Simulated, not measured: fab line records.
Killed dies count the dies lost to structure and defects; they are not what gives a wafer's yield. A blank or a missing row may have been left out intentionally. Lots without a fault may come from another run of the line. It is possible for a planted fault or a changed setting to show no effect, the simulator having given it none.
fab line records	flow sky130
record lots=6	wafers=17	lastDay=50
route steps=708 shown VIA1@473 METAL2@483 PAD_OPEN@708
lots untouched by any fault: they come from a run of this same line in which no faults occurred
startH: start of the lot's first displayed wafer, in hours after the record's first day	waitH: how many hours have passed since the lot's step before this one	" unchanged from the row above	L1.1+2: several wafers, shown together as one row	- either no value or no given start	* or withheld: withheld	< > ~ a bound
route shown NAME@n: a module of which the file shows steps, and the number in the route of the first	usual: the fault-free wafers' mean and standard deviation	same: alike in all rows	chamber/n: place in a boat	sites: per-site readings	_std_site: the standard deviation of these	_edge_site: inner sites' mean taken away from outer sites' mean	radiusMm: for every site, how far away it sits from the centre of the wafer	mask NAME#n: copy n	behind: the last tool/chamber to shape the wafer	hold: cause of the lot's hold/its duration in hours/its outcome	device: the transistor (n, p or np) that didn't switch	end of line: the same wafers' tests at the end of the route	where a step has no rows: the recipe by itself	killed: at the first sort, the dies lost to defects and structure; wafer yield is something else	map: per-die view of a wafer (x killed, . not killed, _ where there is no die)
set.NAME: the run value of the setting; set.NAME@STEP: its run value at that earlier step	model.NAME: the simulator's own value behind a step, which no gauge read
certain route steps with their lots: each step a table, each wafer a row
services: a tool's chamber out of use, with start hour (startH, from the record's first day; less than 0 if before it), hours out, and reason
## steps
# step SKY_VIA1_ETCH_15
# recipe target=SiO2	chemistry=C4F8/O2/Ar	targetDepthNm=351	stopOn=TiN	maskMaterial=KrF-thick	sourceW=1500	biasW=1200	pressureMtorr=40	c4f8FlowSccm=withheld	O2_flow_sccm=6	Ar_flow_sccm=300	timeS=54
# usual oesProductAu=0.982/0.0051
lot.wafer	tool	chamber	startH	waitH	oesProductAu	rfHoursCounterH
L175.2	rieDiel-03	2	827.34	0.0	0.987	13
L175.4	"	0	"	"	0.983	21
L175.6	"	0	"	"	0.985	-
L173.2	rieDiel-03	0	828.40	0.0	0.986	21
L173.3	"	3	"	"	0.980	6
L173.5	"	3	"	"	0.983	-
L185.4	rieDiel-01	1	901.59	0.0	0.990	22
L185.5	"	1	"	"	0.989	-
L188.1	rieDiel-01	0	924.30	0.0	0.983	20
L188.3	"	1	"	"	0.983	22
L188.5	"	0	"	"	0.980	-
L191.2	rieDiel-03	3	937.93	0.0	0.982	9
L191.5	"	0	"	"	0.973	-
L191.6	"	3	"	"	0.978	-
L193.3	rieDiel-01	0	951.49	0.0	0.986	20
L193.4	"	1	"	"	0.981	23
L193.5	"	0	"	"	0.977	-
# step SKY_VIA1_STRIP_16
# recipe chemistry=O2/N2	powerW=1400	pressureMtorr=1500	platenTempC=withheld	o2FlowSccm=3000	n2FlowSccm=300	overashFraction=0.5
# step SKY_VIA1_STRIP_17
# recipe chemistry=postEtchResidueRemover	timeS=1200	tempC=72.5
# step SKY_VIA1_CLEAN_18
# recipe chemistry=IPA	timeS=180	tempC=25
# step SKY_VIA1_CLEAN_19
# recipe chemistry=O3/DIW	dry=n2Spin
# step SKY_VIA1_SPUTTER_20
# recipe material=TiN	targetThkNm=20	chamberPressurePa=5	powerW=4000	timeS=80
# step SKY_VIA1_CVD_21
# recipe material=W	targetThkNm=270	timeS=80.902	tempC=400	pressureTorr=40
# usual heaterPowerW=950/140	susceptorTempC=400.00/0.22
lot.wafer	tool	chamber	startH	waitH	heaterPowerW	susceptorTempC
L175.2	cvdW-02	0	828.08	0.0	901	400.23
L175.4	"	0	"	"	916	400.39
L175.6	"	1	"	"	862	399.78
L173.2	cvdW-02	1	829.15	0.0	873	399.73
L173.3	"	0	"	"	898	399.99
L173.5	"	0	"	"	909	399.85
L185.4	cvdW-01	1	902.35	0.1	860	399.85
L185.5	"	1	"	"	853	399.83
L188.1	cvdW-02	1	925.01	0.0	868	399.86
L188.3	"	1	"	"	878	400.32
L188.5	"	1	"	"	878	400.27
L191.2	cvdW-01	0	938.63	0.0	1125	400.19
L191.5	"	1	"	"	791	400.18
L191.6	"	0	"	"	1157	400.03
L193.3	cvdW-02	1	952.26	0.1	902	399.95
L193.4	"	0	"	"	915	400.30
L193.5	"	0	"	"	922	400.36
# step SKY_VIA1_RS_MEAS_22
# recipe thkMeasGauge=four-point-probe	reads=W_of_VIA1_CVD_21+TiN_of_VIA1_SPUTTER_20
# usual VIA1_W_RS=0.428/0.0046
lot.wafer	tool	chamber	startH	waitH	VIA1_W_RS[ohm/sq]
L175.2	filmMetro-02	-	828.19	0.1	0.437
L175.4	"	-	"	"	0.434
L175.6	"	-	"	"	0.430
L173.2	filmMetro-03	-	829.26	0.1	0.428
L173.3	"	-	"	"	0.433
L173.5	"	-	"	"	0.427
L185.4	filmMetro-03	-	902.48	0.1	0.437
L185.5	"	-	"	"	0.432
L188.1	filmMetro-04	-	925.10	0.1	0.429
L188.3	"	-	"	"	0.428
L188.5	"	-	"	"	0.429
L191.2	filmMetro-03	-	938.74	0.1	0.423
L191.5	"	-	"	"	0.429
L191.6	"	-	"	"	0.424
L193.3	filmMetro-02	-	952.36	0.1	0.422
L193.4	"	-	"	"	0.429
L193.5	"	-	"	"	0.427
# step SKY_VIA1_THK_MEAS_23
# recipe thkMeasGauge=xrf	reads=W_of_VIA1_CVD_21
# usual VIA1_W_THK=272/3.3
lot.wafer	tool	chamber	startH	waitH	VIA1_W_THK[nm]
L175.2	filmMetro-02	-	828.30	0.1	265
L175.4	"	-	"	"	269
L175.6	"	-	"	"	271
L173.2	filmMetro-03	-	829.37	0.1	271
L173.3	"	-	"	"	268
L173.5	"	-	"	"	272
L185.4	filmMetro-03	-	902.57	0.1	264
L185.5	"	-	"	"	266
L188.1	filmMetro-04	-	925.22	0.1	276
L188.3	"	-	"	"	276
L188.5	"	-	"	"	275
L191.2	filmMetro-03	-	938.85	0.1	274
L191.5	"	-	"	"	271
L191.6	"	-	"	"	274
L193.3	filmMetro-02	-	952.46	0.1	272
L193.4	"	-	"	"	269
L193.5	"	-	"	"	269
# step SKY_VIA1_CMP_24
# recipe stopOn=SiO2	tOverpolishS=15	downForcePsi=3.5	platenRpm=60	targetThkNm=0	padVelocityMS=0.94248
# usual edgeZonePressureFrac=0.999/0.0047	motorCurrentA=10.7/1	overpolishRunS=15.000/0.0078	timeToEndpointS=64.3/2.5
lot.wafer	tool	chamber	startH	waitH	edgeZonePressureFrac	motorCurrentA	overpolishRunS	timeToEndpointS
L175.2	cmp-02	0	828.35	0.0	0.998	10.6	14.996	65.0
L175.4	"	2	"	"	0.990	10.3	14.994	64.8
L175.6	"	1	"	"	0.994	12.0	15.011	62.6
L173.2	cmp-01	0	829.57	0.2	1.002	12.2	15.003	66.9
L173.3	"	1	"	"	1.005	10.4	15.000	66.4
L173.5	"	3	"	"	1.003	10.3	15.004	67.5
L185.4	cmp-01	0	902.60	0.0	1.001	12.0	15.004	64.1
L185.5	"	1	"	"	0.998	10.1	14.997	64.2
L188.3	cmp-02	0	925.28	0.0	1.001	11.2	15.001	64.0
L188.1	"	3	"	"	0.991	10.8	14.984	59.2
L188.5	"	1	"	"	1.006	12.8	15.018	62.5
L191.2	cmp-01	1	939.06	0.2	1.001	10.4	15.006	67.1
L191.6	"	2	"	"	1.000	9.4	14.996	66.5
L191.5	"	3	"	"	1.000	10.6	15.000	68.4
L193.4	cmp-02	2	952.55	0.1	0.994	10.6	15.001	61.4
L193.3	"	0	"	"	1.001	10.3	14.992	58.8
L193.5	"	2	"	"	0.991	10.6	14.997	60.1
# step SKY_METAL2_SPUTTER_00
# recipe material=Ti	targetThkNm=15	powerW=3000	timeS=10	chamberPressurePa=0.4
# step SKY_METAL2_SPUTTER_01
# recipe material=TiN	targetThkNm=20	powerW=6500	timeS=16.7	chamberPressurePa=0.4
# usual throttleValvePct=29.9/1.1
lot.wafer	tool	chamber	startH	waitH	throttleValvePct
L175.2	pvdSputter-04	-	828.68	0.0	29.2
L175.4	"	-	"	"	28.2
L175.6	"	-	"	"	28.9
L173.2	pvdSputter-02	-	829.80	0.0	30.5
L173.3	"	-	"	"	29.4
L173.5	"	-	"	"	30.6
L185.4	pvdSputter-04	-	902.92	0.0	30.0
L185.5	"	-	"	"	30.1
L188.1	pvdSputter-04	-	925.60	0.0	30.2
L188.3	"	-	"	"	32.4
L188.5	"	-	"	"	30.3
L191.2	pvdSputter-01	-	939.25	0.0	29.4
L191.5	"	-	"	"	29.0
L191.6	"	-	"	"	31.0
L193.3	pvdSputter-01	-	952.82	0.0	29.0
L193.4	"	-	"	"	30.2
L193.5	"	-	"	"	30.8
# step SKY_METAL2_SPUTTER_02
# recipe material=AlCu	targetThkNm=250	powerW=10600	timeS=13.3	chamberPressurePa=0.4
# usual throttleValvePct=29.9/1.1
lot.wafer	tool	chamber	startH	waitH	throttleValvePct	model.AlCu_of_METAL2_SPUTTER_02.thkNm
L175.2	pvdSputter-04	-	828.70	0.0	29.2	248.8
L175.4	"	-	"	"	28.1	248.8
L175.6	"	-	"	"	29.2	249.3
L173.2	pvdSputter-02	-	829.82	0.0	30.7	248.9
L173.3	"	-	"	"	29.7	248.8
L173.5	"	-	"	"	30.7	248.2
L185.4	pvdSputter-04	-	902.94	0.0	30.4	143.7
L185.5	"	-	"	"	30.3	249.1
L188.1	pvdSputter-04	-	925.63	0.0	30.1	145.6
L188.3	"	-	"	"	32.2	251.9
L188.5	"	-	"	"	30.4	249.7
L191.2	pvdSputter-01	-	939.27	0.0	29.4	247.1
L191.5	"	-	"	"	29.0	246.9
L191.6	"	-	"	"	30.7	246.4
L193.3	pvdSputter-01	-	952.85	0.0	28.9	245.5
L193.4	"	-	"	"	30.4	248.5
L193.5	"	-	"	"	30.6	247
# step SKY_METAL2_SPUTTER_03
# recipe material=Ti	targetThkNm=5	powerW=3000	timeS=3.3	chamberPressurePa=0.4
# usual throttleValvePct=29.9/1.1
lot.wafer	tool	chamber	startH	waitH	throttleValvePct
L175.2	pvdSputter-04	-	828.73	0.0	29.0
L175.4	"	-	"	"	28.3
L175.6	"	-	"	"	29.2
L173.2	pvdSputter-02	-	829.85	0.0	30.6
L173.3	"	-	"	"	29.8
L173.5	"	-	"	"	30.7
L185.4	pvdSputter-04	-	902.97	0.0	29.8
L185.5	"	-	"	"	30.1
L188.1	pvdSputter-04	-	925.65	0.0	30.5
L188.3	"	-	"	"	32.7
L188.5	"	-	"	"	30.1
L191.2	pvdSputter-01	-	939.30	0.0	29.4
L191.5	"	-	"	"	28.7
L191.6	"	-	"	"	30.8
L193.3	pvdSputter-01	-	952.88	0.0	28.8
L193.4	"	-	"	"	30.7
L193.5	"	-	"	"	30.7
# step SKY_METAL2_SPUTTER_04
# recipe material=TiN	targetThkNm=70	powerW=6500	timeS=58.3	chamberPressurePa=0.4
# step SKY_METAL2_RS_MEAS_05
# recipe thkMeasGauge=four-point-probe	reads=TiN_of_METAL2_SPUTTER_04+Ti_of_METAL2_SPUTTER_03+AlCu_of_METAL2_SPUTTER_02+TiN_of_METAL2_SPUTTER_01+Ti_of_METAL2_SPUTTER_00
# usual METAL2_ALCU_RS=0.1272/0.0011
lot.wafer	tool	chamber	startH	waitH	METAL2_ALCU_RS[ohm/sq]
L175.2	filmMetro-01	-	828.81	0.0	0.1277
L175.4	"	-	"	"	0.1276
L175.6	"	-	"	"	0.1271
L173.2	filmMetro-03	-	829.93	0.0	0.1271
L173.3	"	-	"	"	0.1273
L173.5	"	-	"	"	0.1274
L185.4	filmMetro-01	-	903.10	0.1	0.2271
L185.5	"	-	"	"	0.1276
L188.1	filmMetro-03	-	925.72	0.0	0.2227
L188.3	"	-	"	"	0.1258
L188.5	"	-	"	"	0.1270
L191.2	filmMetro-03	-	939.39	0.0	0.1284
L191.5	"	-	"	"	0.1283
L191.6	"	-	"	"	0.1286
L193.3	filmMetro-01	-	952.99	0.1	0.1293
L193.4	"	-	"	"	0.1279
L193.5	"	-	"	"	0.1286
# step SKY_METAL2_THK_MEAS_06
# recipe thkMeasGauge=xrf	reads=AlCu_of_METAL2_SPUTTER_02
# usual METAL2_ALCU_THK=250.9/2.2
lot.wafer	tool	chamber	startH	waitH	METAL2_ALCU_THK[nm]
L175.2	filmMetro-01	-	828.92	0.1	251.8
L175.4	"	-	"	"	252.6
L175.6	"	-	"	"	252.0
L173.2	filmMetro-03	-	830.04	0.1	249.8
L173.3	"	-	"	"	249.4
L173.5	"	-	"	"	249.8
L185.4	filmMetro-01	-	903.19	0.1	144.7
L185.5	"	-	"	"	253.5
L188.1	filmMetro-03	-	925.84	0.1	147.7
L188.3	"	-	"	"	254.3
L188.5	"	-	"	"	252.2
L191.2	filmMetro-03	-	939.50	0.1	250.1
L191.5	"	-	"	"	249.6
L191.6	"	-	"	"	248.9
L193.3	filmMetro-01	-	953.09	0.1	247.7
L193.4	"	-	"	"	252.0
L193.5	"	-	"	"	250.3
# step SKY_METAL2_DEHYDRATE_07
# recipe tempC=200	timeS=60
# step SKY_METAL2_HMDS_08
# recipe primeTimeS=60	primeTempC=120
# step SKY_METAL2_COAT_09
# recipe resist=BARC	tempC=withheld	timeS=withheld	spinRpm=3000	resistThkNm=60
# step SKY_METAL2_COAT_10
# recipe resist=KrF-thick	spinRpm=3000	resistThkNm=450
# step SKY_METAL2_SOFTBAKE_11
# recipe tempC=100	timeS=90	resist=KrF-thick
# step SKY_METAL2_EXPOSE_12
# recipe maskId=MM2	na=0.8	sourceShape=annular	sigmaInner=0.55	sigmaOuter=0.85	targetCdNm=140	doseMj=28
# step SKY_METAL2_PEB_13
# recipe pebTempC=withheld	pebTimeS=withheld	resist=KrF-thick
# step SKY_METAL2_DEVELOP_14
# recipe developTimeS=60	resist=KrF-thick	devTempC=21
# step SKY_METAL2_CD_MEAS_15
# recipe targetCdNm=140
# usual cdNm=139.9/1.3
lot.wafer	tool	chamber	startH	waitH	cdNm
L175.2	cdSem-01	-	855.11	-	141.4
L175.4	"	-	"	"	141.5
L175.6	"	-	"	"	142.7
L173.2	cdSem-01	-	856.26	-	138.5
L173.3	"	-	"	"	139.2
L173.5	"	-	"	"	140.0
L185.4	cdSem-02	-	927.71	-	140.9
L185.5	"	-	"	"	140.1
L188.1	cdSem-01	-	950.01	-	139.9
L188.3	"	-	"	"	139.8
L188.5	"	-	"	"	138.0
L191.2	cdSem-02	-	963.33	-	142.6
L191.5	"	-	"	"	142.1
L191.6	"	-	"	"	141.7
L193.3	cdSem-02	-	975.73	-	140.3
L193.4	"	-	"	"	138.5
L193.5	"	-	"	"	138.1
# step SKY_METAL2_OVL_MEAS_16
# usual METAL2_OVL=-1/5.3
lot.wafer	tool	chamber	startH	waitH	METAL2_OVL[nm]
L175.2	overlay-01	-	855.21	0.1	2
L175.4	"	-	"	"	7
L175.6	"	-	"	"	4
L173.2	overlay-01	-	856.36	0.1	8
L173.3	"	-	"	"	1
L173.5	"	-	"	"	11
L185.4	overlay-01	-	927.79	0.1	-3
L185.5	"	-	"	"	-2
L188.1	overlay-02	-	950.13	0.1	2
L188.3	"	-	"	"	-1
L188.5	"	-	"	"	3
L191.2	overlay-02	-	963.43	0.1	-9
L191.5	"	-	"	"	-5
L191.6	"	-	"	"	-17
L193.3	overlay-01	-	975.82	0.1	1
L193.4	"	-	"	"	3
L193.5	"	-	"	"	9
# step SKY_METAL2_DESCUM_17
# recipe chemistry=O2	sourcePowerW=150	biasPowerW=0	pressureMtorr=10	tempC=40	timeS=8
# step SKY_METAL2_ETCH_18
# recipe chemistry=N2/H2	target=BARC	ionEnergyEv=200	biasW=100	pressureMtorr=30	n2FlowSccm=100	h2FlowSccm=200	icpW=500	stopOn=SiO2	timeS=45.9	targetDepthA=600
# step SKY_METAL2_METAL_ETCH_19
# recipe targetDepthA=3600	stopOn=SiO2	overEtchFrac=0.3	timeS=78	chemistry=Cl2/BCl3	resistSidewallDeg=88	pressureMtorr=10	icpW=900	biasW=48.5	Cl2_flow_sccm=60	bcl3FlowSccm=30
# usual drypumpMotorCurrentA=5.6/0.39	mfcCl2Sccm=59.98/0.18	oesProductAu=0.852/0.0057	throttleValvePct=22.264/0.0095
lot.wafer	tool	chamber	startH	waitH	drypumpMotorCurrentA	mfcCl2Sccm	oesProductAu	rfHoursCounterH	throttleValvePct
L175.2	rieMetal-01	1	855.34	0.0	5.7	60.40	0.847	19	22.251
L175.4	"	1	"	"	5.7	60.16	0.848	-	22.265
L175.6	"	1	"	"	5.7	60.40	0.859	-	22.274
L173.2	rieMetal-03	1	856.49	0.0	6.2	60.10	0.850	8	22.260
L173.3	"	0	"	"	5.8	59.94	0.855	-	22.266
L173.5	"	1	"	"	6.2	59.99	0.848	-	22.244
L185.4	rieMetal-01	0	927.93	0.1	4.9	59.80	0.740	-	22.259
L185.5	"	1	"	"	5.7	60.06	0.849	-	22.270
L188.1	rieMetal-03	1	950.26	0.0	6.2	60.06	0.737	12	22.253
L188.3	"	0	"	"	5.7	60.00	0.863	-	22.270
L188.5	"	0	"	"	5.8	59.82	0.859	-	22.256
L191.2	rieMetal-01	0	963.56	0.0	4.9	59.75	0.860	11	22.283
L191.5	"	1	"	"	5.7	60.05	0.853	-	22.267
L191.6	"	0	"	"	4.9	60.19	0.851	-	22.260
L193.3	rieMetal-01	1	975.97	0.1	5.7	60.15	0.846	-	22.271
L193.4	"	0	"	"	4.9	60.02	0.841	-	22.283
L193.5	"	0	"	"	4.9	60.16	0.842	-	22.256
# step SKY_METAL2_STRIP_20
# recipe chemistry=O2/N2	powerW=1400	pressureMtorr=1500	platenTempC=withheld	o2FlowSccm=3000	n2FlowSccm=300	overashFraction=0.5
# step SKY_PAD_OPEN_PROBE_99
# usual defectLimitedYield=82.4/1.9	killed_at_M0_to_M3=43/7.5	killed_at_M4_up=3.3/1.9	killedAtContacts=24/4.6	killedAtFrontEnd=16/4.9	killedAtOther=0.2/0.46	killedDies=87/9.1	killedOpen=47/7.4	killedShort=39/6.6	sort_bin_3_pad_short=0.9/0.43	sort_bin_5_function=10.3/1.4	sort_bin_6_memory=6.4/1.1	sortNPass=405/9.1	sortYieldPct=82.4/1.9
# same grossDies=492	killedAtBackSide=0	sort_bin_4_leakage[%]=0	sort_bin_8_speed[%]=0
lot.wafer	tool	chamber	startH	waitH	defectLimitedYield[%]	killed_at_M0_to_M3	killed_at_M4_up	killedAtContacts	killedAtFrontEnd	killedAtOther	killedDies	killedOpen	killedShort	sort_bin_3_pad_short[%]	sort_bin_5_function[%]	sort_bin_6_memory[%]	sortNPass	sortYieldPct[%]	model.etest.met2.lineOhmUm	model.etest.met2.rsOhmSq
L175.2	prober-02	-	1102.49	0.1	85.4	40	3	19	10	0	72	38	32	0.6	9.6	4.5	420	85.4	0.924	0.1301
L175.4	prober-02	-	1102.59	0.2	85.2	38	7	20	8	0	73	40	32	0.6	10.2	4.1	419	85.2	0.8884	0.128
L175.6	prober-02	-	1102.69	0.2	85.2	38	2	20	13	0	73	40	30	1.0	8.3	5.5	419	85.2	0.8853	0.1287
L185.4	prober-01	-	1158.46	0.2	81.7	51	1	23	15	0	90	51	37	1.4	9.6	7.3	402	81.7	1.64	0.2298
L185.5	prober-01	-	1158.51	0.2	80.3	52	4	26	15	0	97	57	39	1.0	10.6	8.1	395	80.3	0.9017	0.1292
L188.1	prober-02	-	1173.96	0.1	83.3	36	6	22	18	0	82	38	41	0.8	8.9	6.9	410	83.3	1.639	0.2261
L188.3	prober-02	-	1174.06	0.2	86.8	32	5	16	12	0	65	38	25	0.4	6.9	5.9	427	86.8	0.9165	0.1275
L188.5	prober-02	-	1174.16	0.2	84.3	35	7	18	17	0	77	39	38	1.0	9.3	5.3	415	84.3	0.9595	0.1292
L191.2	prober-02	-	1182.28	0.1	83.1	48	6	24	5	0	83	46	37	0	9.1	7.7	409	83.1	0.8988	0.13
L191.5	prober-02	-	1182.43	0.2	84.1	30	4	24	20	0	78	47	31	0.2	10.2	5.5	414	84.1	0.9412	0.131
L191.6	prober-02	-	1182.48	0.2	85.0	34	2	25	13	0	74	46	28	0.6	8.5	5.9	418	85.0	0.8964	0.1293
L193.3	prober-01	-	1190.40	0.2	85.6	29	2	25	15	0	71	32	39	1.4	7.7	5.3	421	85.6	0.9537	0.1309
L193.4	prober-01	-	1190.45	0.2	82.7	36	1	33	15	0	85	47	38	0.4	11.4	5.5	407	82.7	0.9338	0.1291
L193.5	prober-01	-	1190.50	0.2	82.7	37	7	28	13	0	85	40	44	1.6	10.0	5.7	407	82.7	0.9734	0.1313
# killed by level:class
L175.2 VIA1:geometricParticle:open=8 LI_CONTACT:geometricParticle:open=7 METAL1:geometricParticle:short=7 CONTACT:geometricParticle:open=6 VIA1:geometricParticle:short=5 VIA2:geometricParticle:open=5 METAL3:geometricParticle:short=4 FIELD_ISO:geometricParticle:short=3
L175.4 VIA1:geometricParticle:open=12 CONTACT:geometricParticle:open=7 METAL1:geometricParticle:short=7 LI_CONTACT:geometricParticle:open=6 METAL2:geometricParticle:short=5 LOCAL_INTERCONNECT:geometricParticle:short=4 METAL4:geometricParticle:short=4 FIELD_ISO:geometricParticle:open=3
L175.6 VIA1:geometricParticle:open=11 CONTACT:geometricParticle:open=7 VIA2:geometricParticle:open=7 VIA3:geometricParticle:open=5 FIELD_ISO:geometricParticle:short=4 LOCAL_INTERCONNECT:geometricParticle:short=4 LI_CONTACT:geometricParticle:open=4 METAL1:geometricParticle:short=4
L185.4 VIA1:geometricParticle:open=14 LI_CONTACT:geometricParticle:open=9 CONTACT:geometricParticle:open=8 VIA2:geometricParticle:open=7 VIA1:geometricParticle:short=6 METAL1:geometricParticle:short=6 VIA3:geometricParticle:open=5 METAL2:geometricParticle:short=5
L185.5 VIA1:geometricParticle:open=14 LI_CONTACT:geometricParticle:open=9 VIA2:geometricParticle:short=8 CONTACT:geometricParticle:short=6 CONTACT:geometricParticle:open=6 VIA1:geometricParticle:short=5 VIA3:geometricParticle:open=5 FIELD_ISO:geometricParticle:open=4
L188.1 POLY_GATE:geometricParticle:short=8 CONTACT:geometricParticle:open=8 VIA1:geometricParticle:open=6 LI_CONTACT:geometricParticle:open=6 METAL2:geometricParticle:short=5 VIA3:geometricParticle:open=5 METAL4:geometricParticle:short=5 VIA2:geometricParticle:short=4
L188.3 CONTACT:geometricParticle:open=9 VIA2:geometricParticle:open=5 LI_CONTACT:geometricParticle:open=5 VIA1:geometricParticle:open=5 VIA3:geometricParticle:open=5 METAL4:geometricParticle:short=5 VIA3:geometricParticle:short=4 FIELD_ISO:geometricParticle:open=3
L188.5 VIA1:geometricParticle:open=7 LI_CONTACT:geometricParticle:open=7 VIA3:geometricParticle:open=7 METAL4:geometricParticle:short=6 FIELD_ISO:geometricParticle:short=5 POLY_GATE:geometricParticle:short=5 CONTACT:geometricParticle:short=4 VIA2:geometricParticle:open=4
L191.2 VIA1:geometricParticle:open=11 VIA2:geometricParticle:open=9 CONTACT:geometricParticle:open=8 VIA3:geometricParticle:open=8 LI_CONTACT:geometricParticle:open=7 METAL1:geometricParticle:short=6 VIA2:geometricParticle:short=5 METAL2:geometricParticle:short=4
L191.5 VIA1:geometricParticle:open=8 CONTACT:geometricParticle:short=6 CONTACT:geometricParticle:open=6 POLY_GATE:geometricParticle:open=5 LI_CONTACT:geometricParticle:open=5 LOCAL_INTERCONNECT:geometricParticle:short=5 VIA3:geometricParticle:open=5 FIELD_ISO:geometricParticle:short=4
L191.6 VIA1:geometricParticle:open=10 LI_CONTACT:geometricParticle:open=9 VIA3:geometricParticle:open=8 CONTACT:geometricParticle:open=7 FIELD_ISO:geometricParticle:short=4 VIA1:geometricParticle:short=4 FIELD_ISO:geometricParticle:open=3 LOCAL_INTERCONNECT:geometricParticle:short=3
L193.3 CONTACT:geometricParticle:open=11 FIELD_ISO:geometricParticle:short=7 VIA1:geometricParticle:open=6 LI_CONTACT:geometricParticle:open=5 CONTACT:geometricParticle:short=5 VIA1:geometricParticle:short=4 LOCAL_INTERCONNECT:geometricParticle:short=4 METAL1:geometricParticle:short=4
L193.4 CONTACT:geometricParticle:open=11 VIA1:geometricParticle:open=11 FIELD_ISO:geometricParticle:open=7 LI_CONTACT:geometricParticle:open=7 LOCAL_INTERCONNECT:geometricParticle:short=5 CONTACT:geometricParticle:short=5 VIA2:geometricParticle:short=5 VIA1:geometricParticle:short=4
L193.5 CONTACT:geometricParticle:open=9 METAL1:geometricParticle:short=7 VIA1:geometricParticle:open=6 METAL4:geometricParticle:short=6 LI_CONTACT:geometricParticle:open=5 LOCAL_INTERCONNECT:geometricParticle:short=5 CONTACT:geometricParticle:short=5 VIA3:geometricParticle:open=5
## services
tool	chamber	startH	hours	kind
rieMetal-01	-	809.35	2.8	pm
cvdW-01	-	810.97	1.3	repair
rieDiel-01	3	813.41	4.5	repair
pvdSputter-02	-	825.14	1.9	repair
cvdW-01	-	827.34	2.8	pm
cmp-02	-	831.55	1.7	repair
rieDiel-01	2	846.09	5.6	repair
cmp-02	-	847.95	4.2	pm
cmp-01	-	850.42	2.6	repair
pvdSputter-02	-	858.25	2.8	repair
pvdSputter-02	-	872.79	3.7	repair
rieDiel-03	1	873.78	6.6	repair
rieMetal-01	0	877.50	3.4	repair
cvdW-02	-	879.38	1.3	repair
rieMetal-01	-	883.99	6.0	repair
cvdW-01	-	904.00	14.0	pm
cmp-01	-	907.23	0.8	repair
rieDiel-01	-	911.94	0.7	repair
cmp-01	-	912.00	4.0	pm
rieDiel-01	2	917.34	16.8	repair
cvdW-01	-	932.89	1.1	repair
cvdW-02	-	934.27	6.9	pm
rieDiel-01	3	957.04	31.2	repair
rieDiel-03	1	970.18	14.6	repair
## key
firstSign step=SKY_METAL2_RS_MEAS_05	reading=METAL2_ALCU_RS	direction=up	sigmas=90	usual=0.1272	struck=0.2249
effect step=SKY_METAL2_THK_MEAS_06	reading=METAL2_ALCU_THK	direction=down	sigmas=47	usual=250.9	struck=146.2
effect step=SKY_METAL2_METAL_ETCH_19	reading=oesProductAu	direction=down	sigmas=20	usual=0.852	struck=0.738
modelEffect step=SKY_METAL2_SPUTTER_02	value=AlCu_of_METAL2_SPUTTER_02.thkNm	without=249.5	struck=144.7
modelEffect step=SKY_PAD_OPEN_PROBE_99	value=etest.met2.lineOhmUm	without=0.9263	struck=1.64
metAt SKY_METAL2_SPUTTER_02
struckWafers L185.4,L188.1
onsetBetween 828.70 902.94
fault kind=processParameterDrift	tool=pvdSputter-04	chamber=-	onsetH=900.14	steps=SKY_METAL2_SPUTTER_02	channel=targetThkNm	offset=-104.82	shape=step	endH=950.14	scope=struckWafersOnly	actsIn=theseRecipesOnly	stated=250
